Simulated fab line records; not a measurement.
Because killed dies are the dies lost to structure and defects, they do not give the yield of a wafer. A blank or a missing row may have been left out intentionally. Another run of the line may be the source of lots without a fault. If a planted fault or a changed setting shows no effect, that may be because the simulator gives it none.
Which tool did it? -- flow sky130 -- 33 wafers from 11 lots sampled at 5 of the route's 708 steps

== WHAT THE GAUGES READ, wafer by wafer ==
Not one reading of a measure or inspect step in the record can be checked against a usual standard deviation.

== WHICH TOOL RAN EACH LOT (tool, then ch and the chambers of the sampled wafers, then the start) ==
lot,SKY_METAL4_SPUTTER_02,SKY_METAL4_SPUTTER_03,SKY_METAL4_METAL_ETCH_18,SKY_METAL5_STRIP_16,SKY_PAD_OPEN_PROBE_99
L719,"pvd_sputter-02, day 40 00:30","pvd_sputter-02, day 40 00:32","rie_metal-03 ch 0,1, day 42 01:17","plasma_asher-03 ch 0,1, day 44 00:49","prober-01, day 45 23:44"
L720,"pvd_sputter-03, day 40 11:34","pvd_sputter-03, day 40 11:36","rie_metal-02 ch 0,1, day 42 11:31","plasma_asher-04 ch 0,1, day 44 11:34","prober-02, day 46 09:22"
L721,"pvd_sputter-04, day 41 11:10","pvd_sputter-04, day 41 11:12","rie_metal-01 ch 0,1, day 43 10:25","plasma_asher-04 ch 0,1, day 45 09:24","prober-01, day 47 05:43"
L722,"pvd_sputter-03, day 41 17:29","pvd_sputter-03, day 41 17:31","rie_metal-01 ch 0,1, day 43 17:09","plasma_asher-04 ch 0,1, day 45 16:22","prober-02, day 47 13:23"
L725,"pvd_sputter-02, day 42 06:30","pvd_sputter-02, day 42 06:32","rie_metal-01 ch 0,1, day 44 04:47","plasma_asher-04 ch 0,1, day 46 02:46","prober-02, day 47 22:31"
L726,"pvd_sputter-02, day 43 00:22","pvd_sputter-02, day 43 00:24","rie_metal-03 ch 0,1, day 44 23:07","plasma_asher-03 ch 0,1, day 46 19:50","prober-02, day 48 14:32"
L728,"pvd_sputter-03, day 43 02:32","pvd_sputter-03, day 43 02:35","rie_metal-01 ch 0,1, day 45 00:59","plasma_asher-04 ch 0,1, day 46 21:31","prober-01, day 48 16:34"
L727,"pvd_sputter-02, day 43 04:46","pvd_sputter-02, day 43 04:49","rie_metal-03 ch 0,1, day 45 02:57","plasma_asher-03 ch 0,1, day 46 22:43","prober-02, day 48 17:53"
L730,"pvd_sputter-03, day 43 13:56","pvd_sputter-03, day 43 13:58","rie_metal-03 ch 0,1, day 45 11:00","plasma_asher-04 ch 0,1, day 47 06:56","prober-02, day 49 02:01"
L732,"pvd_sputter-02, day 44 09:02","pvd_sputter-02, day 44 09:05","rie_metal-02 ch 0,1, day 46 04:45","plasma_asher-04 ch 0,1, day 48 00:19","prober-01, day 49 15:31"
L737,"pvd_sputter-03, day 45 06:09","pvd_sputter-03, day 45 06:11","rie_metal-03 ch 0,1, day 47 00:42","plasma_asher-02 ch 0,1, day 48 17:49","prober-02, day 50 07:37"
- SKY_METAL4_SPUTTER_02: material AlCu, target thk 735 nm, time 39.1 s.
- SKY_METAL4_SPUTTER_03: material Ti, target thk 5 nm, time 3.3 s.
- SKY_METAL4_METAL_ETCH_18: etches the open film in Cl2/BCl3, stops on SiO2, target depth 845 nm, time 183.1 s.
- SKY_METAL5_STRIP_16: strips in O2/N2.
- SKY_PAD_OPEN_PROBE_99

== AS READ BY THE TOOLS THEMSELVES (means over the sampled wafers that have a number; for cases with no such wafer, the mark the record gives instead) ==
SKY_METAL4_SPUTTER_02. Usual: 30.3 % for throttle_valve_pct, sd 0.87.
lot,tool,throttle_valve_pct (%),flag
L719,pvd_sputter-02,29.9,
L720,pvd_sputter-03,31.2,
L721,pvd_sputter-04,30.5,
L722,pvd_sputter-03,30.6,
L725,pvd_sputter-02,30.2,
L726,pvd_sputter-02,30.1,
L728,pvd_sputter-03,31.0,
L727,pvd_sputter-02,29.6,
L730,pvd_sputter-03,30.4,
L732,pvd_sputter-02,29.7,
L737,pvd_sputter-03,30.7,

SKY_METAL4_SPUTTER_03. Usual: 30.3 % for throttle_valve_pct, sd 0.89.
lot,tool,throttle_valve_pct (%),flag
L719,pvd_sputter-02,30.0,
L720,pvd_sputter-03,31.4,
L721,pvd_sputter-04,30.5,
L722,pvd_sputter-03,30.7,
L725,pvd_sputter-02,30.2,
L726,pvd_sputter-02,30.0,
L728,pvd_sputter-03,31.1,
L727,pvd_sputter-02,29.6,
L730,pvd_sputter-03,30.2,
L732,pvd_sputter-02,29.6,
L737,pvd_sputter-03,30.8,

SKY_METAL4_METAL_ETCH_18. Usual: drypump_motor_current_A 5.4 A, standard deviation 0.69; mfc_cl2_sccm 59.98 sccm, standard deviation 0.17; oes_product_au 0.867 a.u., standard deviation 0.0059; throttle_valve_pct 22.264 %, standard deviation 0.0086.
lot,tool,drypump_motor_current_A (A),mfc_cl2_sccm (sccm),oes_product_au (a.u.),throttle_valve_pct (%),flag
L719,rie_metal-03,5.5,60.00,0.866,22.264,
L720,rie_metal-02,5.7,59.92,0.862,22.258,
L721,rie_metal-01,4.8,60.01,0.866,22.263,
L722,rie_metal-01,4.8,59.81,0.869,22.271,
L725,rie_metal-01,4.9,60.02,0.862,22.259,
L726,rie_metal-03,5.5,59.95,0.872,22.268,
L728,rie_metal-01,4.8,59.99,0.863,22.266,
L727,rie_metal-03,5.8,59.83,0.870,22.265,
L730,rie_metal-03,5.4,60.06,0.866,22.268,
L732,rie_metal-02,5.7,59.96,0.863,22.261,
L737,rie_metal-03,5.8,60.07,0.865,22.261,

SKY_METAL5_STRIP_16. Usual: drypump_motor_current_A 5.75 A, standard deviation 0.16; oes_product_au 0.711 a.u., standard deviation 0.0045; strip_time_to_endpoint_s 13.07 s, standard deviation 0.12.
lot,tool,drypump_motor_current_A (A),oes_product_au (a.u.),strip_time_to_endpoint_s (s),flag
L719,plasma_asher-03,5.74,0.717,13.16,
L720,plasma_asher-04,5.76,0.709,13.01,
L721,plasma_asher-04,5.77,0.713,12.99,
L722,plasma_asher-04,5.74,0.709,13.19,
L725,plasma_asher-04,5.77,0.710,12.95,
L726,plasma_asher-03,5.72,0.709,13.03,
L728,plasma_asher-04,5.72,0.715,13.23,
L727,plasma_asher-03,5.71,0.714,12.95,
L730,plasma_asher-04,5.72,0.706,12.95,
L732,plasma_asher-04,5.73,0.710,13.19,
L737,plasma_asher-02,5.77,0.712,13.15,

SKY_PAD_OPEN_PROBE_99. Usual: defect_limited_yield 82.6 %, standard deviation 1.9; killed_at_M0_to_M3 43, standard deviation 6.9; killed_at_M4_up 3.0, standard deviation 1.8; killed_at_contacts 24, standard deviation 4.8; killed_at_front_end 15, standard deviation 4.5; killed_at_other 0.4, standard deviation 0.67; killed_dies 86, standard deviation 9.2; killed_on_rim 17, standard deviation 3.5; killed_open 46, standard deviation 6.9; killed_short 39, standard deviation 6; sort_bin_3_pad_short 0.8 %, standard deviation 0.39; sort_bin_5_function 10.2 %, standard deviation 1.3; sort_bin_6_memory 6.3 %, standard deviation 1.2; sort_n_pass 406, standard deviation 9.2; sort_yield_pct 82.6 %, standard deviation 1.9.
lot,tool,defect_limited_yield (%),killed_at_M0_to_M3,killed_at_M4_up,killed_at_contacts,killed_at_front_end,killed_at_other,killed_dies,killed_on_rim,killed_open,killed_short,sort_bin_3_pad_short (%),sort_bin_5_function (%),sort_bin_6_memory (%),sort_n_pass,sort_yield_pct (%),flag
L719,prober-01,82.2,45,4.3,23,15,0.0,88,16,44,44,1.0,10.7,6.2,404,82.2,
L720,prober-02,81.9,43,2.0,24,19,1.0,89,17,46,42,0.2,10.0,7.9,403,81.9,
L721,prober-01,82.4,48,3.3,22,13,0.3,86,16,47,39,1.2,10.4,5.9,406,82.4,
L722,prober-02,83.6,39,1.3,22,17,1.7,81,15,37,42,1.1,9.1,6.2,411,83.6,
L725,prober-02,85.0,28,2.3,29,13,0.3,74,16,41,33,1.1,9.0,5.0,418,85.0,
L726,prober-02,82.7,45,2.0,25,12,0.3,85,15,49,35,0.7,10.0,6.6,407,82.7,
L728,prober-01,82.0,49,4.0,25,10,0.3,88,18,52,36,0.9,11.0,6.0,404,82.0,
L727,prober-02,81.6,43,4.0,24,20,0.3,91,18,55,35,0.5,11.1,6.8,401,81.6,
L730,prober-02,72.7,43,53.3,23,15,0.0,135,26,46,37,3.9,16.3,7.2,357,72.7,OFF
L732,prober-01,73.4,37,59.7,23,10,1.0,131,26,41,33,4.2,15.6,6.8,361,73.4,OFF
L737,prober-02,83.1,46,2.3,21,14,0.7,83,16,45,38,0.5,9.9,6.5,409,83.1,

== THE ANSWER, worked out from the rows above alone ==
Rule: take the mean of a lot's wafers that have a number; if it is more than 3 standard deviations from the usual mean, the lot is off. A lot without any number at a reading at which 4 lots or more have one is off too. Where the step has rows for the other lots, those lots are counted as sound. Order of review: gauges by route order, followed by the tools' own readings, for which a lot's mean as printed above is used. The first step at which some lot is off is used, and at that step the reading that is off furthest; a lot without a number counts as furthest.
Off: L730, L732 (SKY_PAD_OPEN_PROBE_99, killed_at_M4_up).
A tool fits if, at that step or a process step before it, it ran every lot that is off, and no sound lot after the first of them. One candidate fits, namely plasma_asher-04 at SKY_METAL5_STRIP_16. Its last sound lot is L728 (day 46 21:31), its first lot that is off L730 (day 47 06:56): a fault that began between those two fits.

== WHAT WAS PUT IN BY THE SIMULATOR ==
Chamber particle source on plasma_asher-04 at SKY_METAL5_STRIP_16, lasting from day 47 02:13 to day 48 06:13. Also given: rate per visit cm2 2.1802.
Struck lots among those shown: L730, L732. The rule above found the same.
